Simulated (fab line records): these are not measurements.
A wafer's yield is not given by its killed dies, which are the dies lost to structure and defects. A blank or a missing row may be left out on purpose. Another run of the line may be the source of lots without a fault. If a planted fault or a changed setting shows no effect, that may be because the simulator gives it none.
fab line records	flow sky130
record: lots: 6	wafers: 18	lastDay: 51
route steps=708 shown LDD_P@261 LDD_HVN@267
lots untouched by any fault: they come from a run of this same line in which no faults occurred
startH: the number of hours between the record's first day and the start of the first shown wafer of the lot	waitH: time in hours since the lot's previous step	" repeats the value in the row above	L1.1+2: one row covering several wafers at once	- either no value or no given start	* or withheld: withheld	< > ~ a bound
route shown NAME@n: names a module that has steps shown in the file, with the first one's number in the route	usual: mean/standard deviation of fault-free wafers	same: alike in all rows	chamber/n: place in a boat	sites: the reading at each site	_std_site: standard deviation across them	_edge_site: the outer-site mean with the inner-site mean subtracted	radiusMm: how far each site lies from the wafer's centre	mask NAME#n: copy n	behind: tool/chamber where the wafer was last shaped	hold: why the lot was held/for how many hours/how that ended	device: transistor that didn't switch, given as n, p or np	end of line: the tests these same wafers got at the end of their route	for a step that has no rows: nothing shown but its recipe	killed: dies that structure and defects cost at the first sort, which is not the same as the wafer's yield	map: a wafer's dies, x killed, . not, _ none there
set.NAME: the setting as run; set.NAME@STEP: as run at that earlier step	model.NAME: the simulator's own value behind a step, which no gauge read
lots at selected steps of the route; one table per step, one row per wafer
services: when a tool's chamber went out of use (startH, in hours from the record's first day, below 0 if earlier), for how many hours, and the reason
== steps ==
step: SKY_LDD_P_DEVELOP_06
recipe: resist: NOVOLAK	developer: TMAH	developTimeS: 60	devTempC: 23
step: SKY_LDD_P_CD_MEAS_07
recipe: targetCdNm: 380
usual: cdNm: 380.1/2.3
lot.wafer	tool	chamber	startH	waitH	cdNm
L887.1	cdSem-02	-	477.05	0.1	377.8
L887.2	"	-	"	"	380.4
L887.6	"	-	"	"	378.8
L903.1	cdSem-02	-	608.95	0.1	382.1
L903.4	"	-	"	"	383.0
L903.6	"	-	"	"	380.7
L904.2	cdSem-02	-	616.02	0.1	380.6
L904.4	"	-	"	"	380.9
L904.6	"	-	"	"	380.9
L905.2	cdSem-02	-	634.57	0.1	380.0
L905.4	"	-	"	"	381.1
L905.5	"	-	"	"	380.9
L906.1	cdSem-01	-	636.75	0.1	380.2
L906.3	"	-	"	"	380.1
L906.4	"	-	"	"	381.3
L907.1	cdSem-02	-	640.50	0.1	378.5
L907.2	"	-	"	"	378.1
L907.3	"	-	"	"	379.3
step: SKY_LDD_P_OVL_MEAS_08
usual: LDD_P_OVL: 0.7/1.4
lot.wafer	tool	chamber	startH	waitH	LDD_P_OVL[nm]
L887.1	overlay-01	-	477.17	0.1	0.4
L887.2	"	-	"	"	-0.3
L887.6	"	-	"	"	1.1
L903.1	overlay-02	-	609.07	0.1	5.0
L903.4	"	-	"	"	4.5
L903.6	"	-	"	"	5.0
L904.2	overlay-02	-	616.12	0.1	0.7
L904.4	"	-	"	"	-1.2
L904.6	"	-	"	"	0.3
L905.2	overlay-01	-	634.67	0.1	1.5
L905.4	"	-	"	"	1.1
L905.5	"	-	"	"	1.6
L906.1	overlay-01	-	636.87	0.1	1.7
L906.3	"	-	"	"	0.6
L906.4	"	-	"	"	2.9
L907.1	overlay-02	-	640.62	0.1	-1.6
L907.2	"	-	"	"	-1.6
L907.3	"	-	"	"	-0.5
step: SKY_LDD_P_IMPLANT_09
recipe: species: BF2	energyKev: 25	doseCm2: 1e+13	tiltDeg: withheld
step: SKY_LDD_P_STRIP_10
recipe: chemistry: O2/N2	powerW: 1400	pressureMtorr: 1500	platenTempC: withheld	o2FlowSccm: 3000	n2FlowSccm: 300	overashFraction: 0.5
usual: drypumpMotorCurrentA: 5.8/0.4	oesProductAu: 0.716/0.0051	stripTimeToEndpointS: 14.17/0.042
same: overashFraction: 0.5
lot.wafer	tool	chamber	startH	waitH	drypumpMotorCurrentA	oesProductAu	rfHoursCounterH	stripTimeToEndpointS
L887.1	plasmaAsher-01	0	477.35	0.1	5.0	0.708	79	14.17
L887.2	"	1	"	"	5.7	0.716	79	14.10
L887.6	"	1	"	"	5.7	0.714	-	14.16
L903.1	plasmaAsher-02	1	609.26	0.1	6.3	0.711	43	14.20
L903.4	"	1	"	"	6.3	0.714	-	14.20
L903.6	"	1	"	"	6.3	0.712	-	14.17
L904.2	plasmaAsher-01	1	616.30	0.1	5.7	0.718	93	14.19
L904.4	"	0	"	"	5.0	0.719	-	14.18
L904.6	"	1	"	"	5.7	0.718	-	14.19
L905.2	plasmaAsher-04	1	634.85	0.1	5.7	0.715	20	14.23
L905.4	"	0	"	"	6.2	0.716	-	14.17
L905.5	"	0	"	"	6.2	0.718	-	14.21
L906.1	plasmaAsher-02	1	637.06	0.1	6.3	0.721	46	14.11
L906.3	"	1	"	"	6.3	0.717	-	14.10
L906.4	"	0	"	"	5.7	0.720	-	14.10
L907.1	plasmaAsher-02	0	640.81	0.1	5.7	0.712	46	14.13
L907.2	"	1	"	"	6.3	0.715	46	14.12
L907.3	"	0	"	"	5.7	0.714	-	14.09
step: SKY_LDD_P_TW_MEAS_11
usual: LDD_P_TW: 637/3.9
lot.wafer	tool	chamber	startH	waitH	LDD_P_TW
L887.1	filmMetro-02	-	477.45	0.1	641
L887.2	"	-	"	"	636
L887.6	"	-	"	"	643
L903.1	filmMetro-02	-	609.36	0.1	636
L903.4	"	-	"	"	637
L903.6	"	-	"	"	636
L904.2	filmMetro-02	-	616.41	0.1	636
L904.4	"	-	"	"	633
L904.6	"	-	"	"	637
L905.2	filmMetro-04	-	634.96	0.1	631
L905.4	"	-	"	"	630
L905.5	"	-	"	"	630
L906.1	filmMetro-02	-	637.16	0.1	635
L906.3	"	-	"	"	633
L906.4	"	-	"	"	631
L907.1	filmMetro-01	-	640.91	0.1	635
L907.2	"	-	"	"	638
L907.3	"	-	"	"	637
step: SKY_LDD_HVN_DEHYDRATE_00
recipe: tempC: 200	timeS: 60
step: SKY_LDD_HVN_HMDS_01
recipe: primeTimeS: 60	primeTempC: 120
step: SKY_LDD_HVN_COAT_02
recipe: resist: NOVOLAK	spinRpm: 3000	resistThkNm: 300
step: SKY_LDD_HVN_SOFTBAKE_03
recipe: tempC: 89.62	timeS: 60	resist: NOVOLAK
step: SKY_LDD_HVN_EXPOSE_04
recipe: maskId: HVNTM	na: 0.6	sourceShape: conventional	sigmaOuter: 0.6	polarization: unpolarized	targetCdNm: 700	doseMj: 127
step: SKY_LDD_HVN_PEB_05
recipe: tempC: withheld	timeS: *	resist: NOVOLAK
step: SKY_LDD_HVN_DEVELOP_06
recipe: resist: NOVOLAK	developer: TMAH	developTimeS: 60	devTempC: 23
usual: chillPlateTempC: 23.00/0.098	developTimeS: 60/0
lot.wafer	tool	chamber	startH	waitH	chillPlateTempC	developTimeS
L887.1	lithoTrack-03	0	508.45	0.1	22.81	60
L887.2	"	0	"	"	22.87	60
L887.6	"	0	"	"	22.95	60
L903.1	lithoTrack-01	-	638.35	0.1	-	-
L903.4	"	-	"	"	-	-
L903.6	"	-	"	"	-	-
L904.2	lithoTrack-04	-	645.33	0.1	-	-
L904.4	"	-	"	"	-	-
L904.6	"	-	"	"	-	-
L905.2	lithoTrack-01	0	664.17	0.1	23.02	60
L905.4	"	0	"	"	23.03	60
L905.5	"	0	"	"	23.16	60
L906.1	lithoTrack-04	0	665.75	0.1	23.13	60
L906.3	"	0	"	"	22.94	60
L906.4	"	0	"	"	22.95	60
L907.1	lithoTrack-01	0	669.95	0.1	22.95	60
L907.2	"	0	"	"	22.89	60
L907.3	"	0	"	"	22.81	60
step: SKY_LDD_HVN_OVL_MEAS_07
usual: LDD_HVN_OVL: -1.1/1.3
lot.wafer	tool	chamber	startH	waitH	LDD_HVN_OVL[nm]
L887.1	overlay-01	-	508.60	0.1	-0.5
L887.2	"	-	"	"	-2.1
L887.6	"	-	"	"	-0.5
L903.1	overlay-02	-	638.50	0.1	-
L903.4	"	-	"	"	-
L903.6	"	-	"	"	-
L904.2	overlay-02	-	645.46	0.1	-
L904.4	"	-	"	"	-
L904.6	"	-	"	"	-
L905.2	overlay-01	-	664.30	0.1	-1.2
L905.4	"	-	"	"	-0.8
L905.5	"	-	"	"	-1.2
L906.1	overlay-01	-	665.90	0.1	-3.6
L906.3	"	-	"	"	-3.3
L906.4	"	-	"	"	-3.8
L907.1	overlay-01	-	670.10	0.1	-1.8
L907.2	"	-	"	"	-2.0
L907.3	"	-	"	"	-1.9
== services ==
tool	chamber	startH	hours	kind
plasmaAsher-02	-	454.51	1.5	repair
plasmaAsher-01	-	489.92	2.8	repair
plasmaAsher-02	-	540.25	4.5	repair
plasmaAsher-02	-	610.50	2.8	pm
plasmaAsher-04	-	611.18	10.0	pm
plasmaAsher-01	-	613.28	2.8	pm
plasmaAsher-02	-	647.92	0.8	repair
== key ==
firstSign: step: SKY_LDD_HVN_DEVELOP_06	reading: toolRecord	direction: missing
effect none on later readings
metAt SKY_LDD_HVN_DEVELOP_06
struckWafers L903.1,L903.4,L903.6,L904.2,L904.4,L904.6
sortLeftOut L903.1,L903.4,L903.6,L904.2,L904.4,L904.6
testerLeftOut L903,L904
fault: kind: skippedStepWhole	tool: lithoTrack-01,lithoTrack-04	chamber: -	onsetH: 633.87	steps: SKY_LDD_HVN_DEVELOP_06	scope: struckLotsOnly
testerLeftOut: of these lots the tester's yield and bins aren't shown, on N5 and GAA mostly nor the transistor test; their killed dies are dies lost to structure and defects alone, not to doping, threshold or leakage, so they don't give the yield
sortLeftOut: the simulated sort isn't trusted on such a fault, so these wafers' sort isn't shown, and their yield isn't known
